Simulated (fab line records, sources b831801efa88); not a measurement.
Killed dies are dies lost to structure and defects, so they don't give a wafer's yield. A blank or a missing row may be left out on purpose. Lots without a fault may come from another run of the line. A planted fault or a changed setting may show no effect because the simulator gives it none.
A struck lot beside a sound one | flow gf180mcu | 15 steps out of a route of 602
Sound: wafers L929.3, L929.4, L929.6. Struck: wafer L935.1. (L935.6 of the same lot was not struck and is left out.) The cause comes at the end.
At each step with rows: each side's tool, then ch and its chambers, then its first start. Under that, the readings that differ: sound wafers | struck wafers | difference of the means | sigmas: that difference in standard deviations of wafers without a fault.
alike: readings whose means differ by less than 2 such deviations, and words and numbers that are the same on both sides. not compared: withheld readings, readings that some wafer has no value for, bounds like >300 that may hide the same value, and numbers for which the record gives no deviation and whose values overlap.
The two part at a step that has a row with sigmas, a row that says differs or no value, or rows on one side only. Numbers that don't overlap but have no deviation are shown without sigmas and don't part them. A reading that every wafer of one side lacks parts them only if that side has two wafers or more.

GF_HV_LDD_RS_MEAS_53: measures by four-point-probe.
  sound on film_metro-03, day 13 07:46; struck on film_metro-01, day 15 01:26
  alike: HV_LDD_RS
then, 1 step without rows for these wafers: GF_HV_LDD_CVD_54 (deposits SiO2 from TEOS, target thk 10 nm, time 75 s).
GF_HV_LDD_THK_MEAS_55:
  sound on film_metro-01, day 13 08:53; struck on film_metro-03, day 15 02:34
  alike: HV_LDD_CVD_54_THK
then, 1 step without rows for these wafers: GF_HV_LDD_CVD_56 (deposits Si3N4 from DCS/NH3, target thk 90 nm, time 1543 s).
GF_HV_LDD_THK_MEAS_57:
  sound on film_metro-01, day 13 11:06; struck on film_metro-03, day 15 04:07
  reading                | sound          | struck | difference | sigmas
  HV_LDD_CVD_56_THK (nm) | 89.4 89.5 89.3 | 91.1   | +1.7       | +2
GF_HV_LDD_ETCHBACK_58: etches Si3N4 in CH3F/O2, stops on SiO2, time 100 s, target depth 90 nm.
  sound on rie_diel-01 ch 0,2, day 13 11:08; struck on rie_diel-03 ch 3, day 15 04:11
  alike: drypump_motor_current_A, oes_product_au, throttle_valve_pct
  not compared: rf_hours_counter_h
then, 6 steps without rows for these wafers: GF_NSD_DEHYDRATE_00 (time 60 s); GF_NSD_HMDS_01 (prime time 60 s); GF_NSD_COAT_02 (resist thk 1000 nm); GF_NSD_SOFTBAKE_03 (time 60 s); GF_NSD_EXPOSE_04 (exposes mask Nplus, target cd 400 nm); GF_NSD_PEB_05.
GF_NSD_DEVELOP_06: develop time 60 s.
  sound on litho_track-03 ch 0, day 14 07:16; struck on litho_track-03 ch 0, day 16 01:22
GF_NSD_CD_MEAS_07: target cd 400 nm.
  sound on cd_sem-02, day 14 07:25; struck on cd_sem-01, day 16 01:31
  reading    | sound             | struck | difference | sigmas
  cd_nm (nm) | 398.9 399.7 400.6 | 368.4  | -31.3      | -14
GF_NSD_OVL_MEAS_08:
  sound on overlay-02, day 14 07:30; struck on overlay-01, day 16 01:38
  alike: NSD_OVL

WHERE THEY PART
First at GF_HV_LDD_THK_MEAS_57; last, within this record, at GF_NSD_CD_MEAS_07. Later steps at which nothing parts them and some readings are alike: GF_NSD_OVL_MEAS_08.

WHY: what the simulator had put in
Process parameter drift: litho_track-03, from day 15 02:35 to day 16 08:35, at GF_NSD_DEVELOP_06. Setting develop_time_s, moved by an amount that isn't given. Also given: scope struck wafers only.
